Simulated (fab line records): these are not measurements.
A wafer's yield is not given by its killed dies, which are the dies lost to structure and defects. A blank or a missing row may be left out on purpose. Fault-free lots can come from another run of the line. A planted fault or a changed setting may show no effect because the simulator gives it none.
What tool caused it? || flow sky130 || 39 wafers from 13 lots sampled at 4 of the route's 708 steps

## WHAT THE GAUGES READ, wafer by wafer
SKY_LOCAL_INTERCONNECT_THK_MEAS_02: measures by xrf. Usual: LOCAL_INTERCONNECT_TIN_THK 101.5 nm, standard deviation 1.5.
{"lot": "L758", "measured": "day 28 23:16", "on": "filmMetro-01", "LOCAL_INTERCONNECT_TIN_THK (nm)": "101.8 101.7 101.8", "flag": ""}
{"lot": "L760", "measured": "day 29 19:19", "on": "filmMetro-04", "LOCAL_INTERCONNECT_TIN_THK (nm)": "101.8 103.5 103.5", "flag": ""}
{"lot": "L762", "measured": "day 30 13:31", "on": "filmMetro-04", "LOCAL_INTERCONNECT_TIN_THK (nm)": "102.0 101.5 100.9", "flag": ""}
{"lot": "L764", "measured": "day 31 07:38", "on": "filmMetro-02", "LOCAL_INTERCONNECT_TIN_THK (nm)": "101.7 101.1 101.9", "flag": ""}
{"lot": "L769", "measured": "day 33 01:59", "on": "filmMetro-04", "LOCAL_INTERCONNECT_TIN_THK (nm)": "102.4 102.1 102.3", "flag": ""}
{"lot": "L770", "measured": "day 33 07:02", "on": "filmMetro-04", "LOCAL_INTERCONNECT_TIN_THK (nm)": "102.3 102.8 102.2", "flag": ""}
{"lot": "L773", "measured": "day 34 06:14", "on": "filmMetro-01", "LOCAL_INTERCONNECT_TIN_THK (nm)": "98.9 97.7 99.9", "flag": ""}
{"lot": "L774", "measured": "day 34 14:18", "on": "filmMetro-01", "LOCAL_INTERCONNECT_TIN_THK (nm)": "100.8 98.8 100.4", "flag": ""}
{"lot": "L776", "measured": "day 34 18:10", "on": "filmMetro-04", "LOCAL_INTERCONNECT_TIN_THK (nm)": "102.6 101.9 101.9", "flag": ""}
{"lot": "L775", "measured": "day 34 22:45", "on": "filmMetro-02", "LOCAL_INTERCONNECT_TIN_THK (nm)": "101.5 100.7 101.0", "flag": ""}
{"lot": "L779", "measured": "day 35 20:34", "on": "filmMetro-04", "LOCAL_INTERCONNECT_TIN_THK (nm)": "98.0 100.3 99.4", "flag": ""}
{"lot": "L780", "measured": "day 36 08:41", "on": "filmMetro-01", "LOCAL_INTERCONNECT_TIN_THK (nm)": "102.4 103.1 103.4", "flag": ""}
{"lot": "L781", "measured": "day 36 17:14", "on": "filmMetro-02", "LOCAL_INTERCONNECT_TIN_THK (nm)": "101.5 100.7 102.1", "flag": ""}

SKY_METAL2_OVL_MEAS_16. Usual: METAL2_OVL 4 nm, standard deviation 5.5.
{"lot": "L758", "measured": "day 34 19:51", "on": "overlay-02", "METAL2_OVL (nm)": "5 0 10", "flag": ""}
{"lot": "L760", "measured": "day 35 17:31", "on": "overlay-01", "METAL2_OVL (nm)": "13 5 12", "flag": ""}
{"lot": "L762", "measured": "day 36 10:03", "on": "overlay-01", "METAL2_OVL (nm)": "7 15 0", "flag": ""}
{"lot": "L764", "measured": "day 37 02:53", "on": "overlay-01", "METAL2_OVL (nm)": "3 7 -2", "flag": ""}
{"lot": "L769", "measured": "day 38 18:19", "on": "overlay-02", "METAL2_OVL (nm)": "9 2 6", "flag": ""}
{"lot": "L770", "measured": "day 39 00:16", "on": "overlay-01", "METAL2_OVL (nm)": "0 11 1", "flag": ""}
{"lot": "L773", "measured": "day 39 23:09", "on": "overlay-01", "METAL2_OVL (nm)": "-3 -4 9", "flag": ""}
{"lot": "L774", "measured": "day 40 06:11", "on": "overlay-02", "METAL2_OVL (nm)": "-2 7 7", "flag": ""}
{"lot": "L776", "measured": "day 40 09:57", "on": "overlay-01", "METAL2_OVL (nm)": "1 -7 6", "flag": ""}
{"lot": "L775", "measured": "day 40 14:24", "on": "overlay-02", "METAL2_OVL (nm)": "0 7 8", "flag": ""}
{"lot": "L779", "measured": "day 41 10:09", "on": "overlay-02", "METAL2_OVL (nm)": "-5 3 4", "flag": ""}
{"lot": "L780", "measured": "day 41 20:26", "on": "overlay-01", "METAL2_OVL (nm)": "15 9 15", "flag": ""}
{"lot": "L781", "measured": "day 42 03:26", "on": "overlay-01", "METAL2_OVL (nm)": "-1 0 10", "flag": ""}

## WHICH TOOL RAN EACH LOT (tool, then ch and the chambers of the sampled wafers, then the start)
{"lot": "L758", "SKY_LOCAL_INTERCONNECT_SPUTTER_00": "pvdSputter-01, day 28 23:04", "SKY_VIA1_SOFTBAKE_08": "lithoTrack-04 ch 0, day 33 02:00"}
{"lot": "L760", "SKY_LOCAL_INTERCONNECT_SPUTTER_00": "pvdSputter-04, day 29 19:08", "SKY_VIA1_SOFTBAKE_08": "lithoTrack-02 ch 0, day 33 23:00"}
{"lot": "L762", "SKY_LOCAL_INTERCONNECT_SPUTTER_00": "pvdSputter-01, day 30 13:20", "SKY_VIA1_SOFTBAKE_08": "lithoTrack-04 ch 0, day 34 15:00"}
{"lot": "L764", "SKY_LOCAL_INTERCONNECT_SPUTTER_00": "pvdSputter-01, day 31 07:26", "SKY_VIA1_SOFTBAKE_08": "lithoTrack-02 ch 0, day 35 09:00"}
{"lot": "L769", "SKY_LOCAL_INTERCONNECT_SPUTTER_00": "pvdSputter-01, day 33 01:49", "SKY_VIA1_SOFTBAKE_08": "lithoTrack-04 ch 0, day 37 03:00"}
{"lot": "L770", "SKY_LOCAL_INTERCONNECT_SPUTTER_00": "pvdSputter-01, day 33 06:50", "SKY_VIA1_SOFTBAKE_08": "lithoTrack-04 ch 0, day 37 08:00"}
{"lot": "L773", "SKY_LOCAL_INTERCONNECT_SPUTTER_00": "pvdSputter-04, day 34 06:02", "SKY_VIA1_SOFTBAKE_08": "lithoTrack-03 ch 0, day 38 08:00"}
{"lot": "L774", "SKY_LOCAL_INTERCONNECT_SPUTTER_00": "pvdSputter-04, day 34 14:07", "SKY_VIA1_SOFTBAKE_08": "lithoTrack-02 ch 0, day 38 15:00"}
{"lot": "L776", "SKY_LOCAL_INTERCONNECT_SPUTTER_00": "pvdSputter-01, day 34 17:59", "SKY_VIA1_SOFTBAKE_08": "lithoTrack-03 ch 0, day 38 18:00"}
{"lot": "L775", "SKY_LOCAL_INTERCONNECT_SPUTTER_00": "pvdSputter-01, day 34 22:34", "SKY_VIA1_SOFTBAKE_08": "lithoTrack-03 ch 0, day 38 23:00"}
{"lot": "L779", "SKY_LOCAL_INTERCONNECT_SPUTTER_00": "pvdSputter-04, day 35 20:22", "SKY_VIA1_SOFTBAKE_08": "lithoTrack-03 ch 0, day 39 19:00"}
{"lot": "L780", "SKY_LOCAL_INTERCONNECT_SPUTTER_00": "pvdSputter-02, day 36 08:30", "SKY_VIA1_SOFTBAKE_08": "lithoTrack-03 ch 0, day 40 06:00"}
{"lot": "L781", "SKY_LOCAL_INTERCONNECT_SPUTTER_00": "pvdSputter-01, day 36 17:03", "SKY_VIA1_SOFTBAKE_08": "lithoTrack-04 ch 0, day 40 14:00"}
- SKY_LOCAL_INTERCONNECT_SPUTTER_00: material TiN, target thk 100 nm, time 83.3 s.
- SKY_VIA1_SOFTBAKE_08: time 90 s.

## AS READ BY THE TOOLS THEMSELVES (means over the sampled wafers that have a number; for cases with no such wafer, the mark the record gives instead)
SKY_LOCAL_INTERCONNECT_SPUTTER_00. Usual: susceptorTempC 300.00 C, standard deviation 0.18; throttleValvePct 30.0 %, standard deviation 1.1.
{"lot": "L758", "tool": "pvdSputter-01", "susceptorTempC (C)": 300.00, "throttleValvePct (%)": 31.0, "flag": ""}
{"lot": "L760", "tool": "pvdSputter-04", "susceptorTempC (C)": 299.90, "throttleValvePct (%)": 30.7, "flag": ""}
{"lot": "L762", "tool": "pvdSputter-01", "susceptorTempC (C)": 300.06, "throttleValvePct (%)": 29.9, "flag": ""}
{"lot": "L764", "tool": "pvdSputter-01", "susceptorTempC (C)": 299.97, "throttleValvePct (%)": 29.9, "flag": ""}
{"lot": "L769", "tool": "pvdSputter-01", "susceptorTempC (C)": 300.01, "throttleValvePct (%)": 29.2, "flag": ""}
{"lot": "L770", "tool": "pvdSputter-01", "susceptorTempC (C)": 299.83, "throttleValvePct (%)": 30.6, "flag": ""}
{"lot": "L773", "tool": "pvdSputter-04", "susceptorTempC (C)": 300.04, "throttleValvePct (%)": 30.0, "flag": ""}
{"lot": "L774", "tool": "pvdSputter-04", "susceptorTempC (C)": 300.12, "throttleValvePct (%)": 30.1, "flag": ""}
{"lot": "L776", "tool": "pvdSputter-01", "susceptorTempC (C)": 300.06, "throttleValvePct (%)": 30.3, "flag": ""}
{"lot": "L775", "tool": "pvdSputter-01", "susceptorTempC (C)": 299.79, "throttleValvePct (%)": 30.0, "flag": ""}
{"lot": "L779", "tool": "pvdSputter-04", "susceptorTempC (C)": 300.13, "throttleValvePct (%)": 29.5, "flag": ""}
{"lot": "L780", "tool": "pvdSputter-02", "susceptorTempC (C)": 299.95, "throttleValvePct (%)": 31.1, "flag": ""}
{"lot": "L781", "tool": "pvdSputter-01", "susceptorTempC (C)": 299.97, "throttleValvePct (%)": 28.8, "flag": ""}

SKY_VIA1_SOFTBAKE_08. Usual: heaterPowerTotalW 57.36 W, standard deviation 0.12; plateTempC 99.98 C, standard deviation 0.11.
{"lot": "L758", "tool": "lithoTrack-04", "heaterPowerTotalW (W)": 57.37, "plateTempC (C)": 100.00, "flag": ""}
{"lot": "L760", "tool": "lithoTrack-02", "heaterPowerTotalW (W)": 57.37, "plateTempC (C)": 99.98, "flag": ""}
{"lot": "L762", "tool": "lithoTrack-04", "heaterPowerTotalW (W)": 57.27, "plateTempC (C)": 99.88, "flag": ""}
{"lot": "L764", "tool": "lithoTrack-02", "heaterPowerTotalW (W)": 57.35, "plateTempC (C)": 100.02, "flag": ""}
{"lot": "L769", "tool": "lithoTrack-04", "heaterPowerTotalW (W)": 54.33, "plateTempC (C)": 96.19, "flag": "OFF"}
{"lot": "L770", "tool": "lithoTrack-04", "heaterPowerTotalW (W)": 54.35, "plateTempC (C)": 95.99, "flag": "OFF"}
{"lot": "L773", "tool": "lithoTrack-03", "heaterPowerTotalW (W)": 57.47, "plateTempC (C)": 99.96, "flag": ""}
{"lot": "L774", "tool": "lithoTrack-02", "heaterPowerTotalW (W)": 57.37, "plateTempC (C)": 100.06, "flag": ""}
{"lot": "L776", "tool": "lithoTrack-03", "heaterPowerTotalW (W)": 57.34, "plateTempC (C)": 100.04, "flag": ""}
{"lot": "L775", "tool": "lithoTrack-03", "heaterPowerTotalW (W)": 57.36, "plateTempC (C)": 99.91, "flag": ""}
{"lot": "L779", "tool": "lithoTrack-03", "heaterPowerTotalW (W)": 57.45, "plateTempC (C)": 99.92, "flag": ""}
{"lot": "L780", "tool": "lithoTrack-03", "heaterPowerTotalW (W)": 57.38, "plateTempC (C)": 100.01, "flag": ""}
{"lot": "L781", "tool": "lithoTrack-04", "heaterPowerTotalW (W)": 57.33, "plateTempC (C)": 99.72, "flag": ""}

## THE ANSWER, worked out from the rows above alone
Rule: take the mean of a lot's wafers that have a number; if it is more than 3 standard deviations from the usual mean, the lot is off. Also off: a lot with no number at a reading for which 4 or more lots have one. The other lots that the step has rows for count as sound. The gauges are gone through in route order, then the tools' own readings, and for those a lot's mean is taken as printed above. At the first step where some lot is off, the reading lying furthest off is the one used; lots without a number count as furthest.
Off: L769, L770, at SKY_VIA1_SOFTBAKE_08 (plateTempC).
If a tool, at that step or one of the process steps before it, ran each lot that is off and ran no sound lot following the first of them, it fits. None of those tried fits.

## WHAT WAS PUT IN BY THE SIMULATOR
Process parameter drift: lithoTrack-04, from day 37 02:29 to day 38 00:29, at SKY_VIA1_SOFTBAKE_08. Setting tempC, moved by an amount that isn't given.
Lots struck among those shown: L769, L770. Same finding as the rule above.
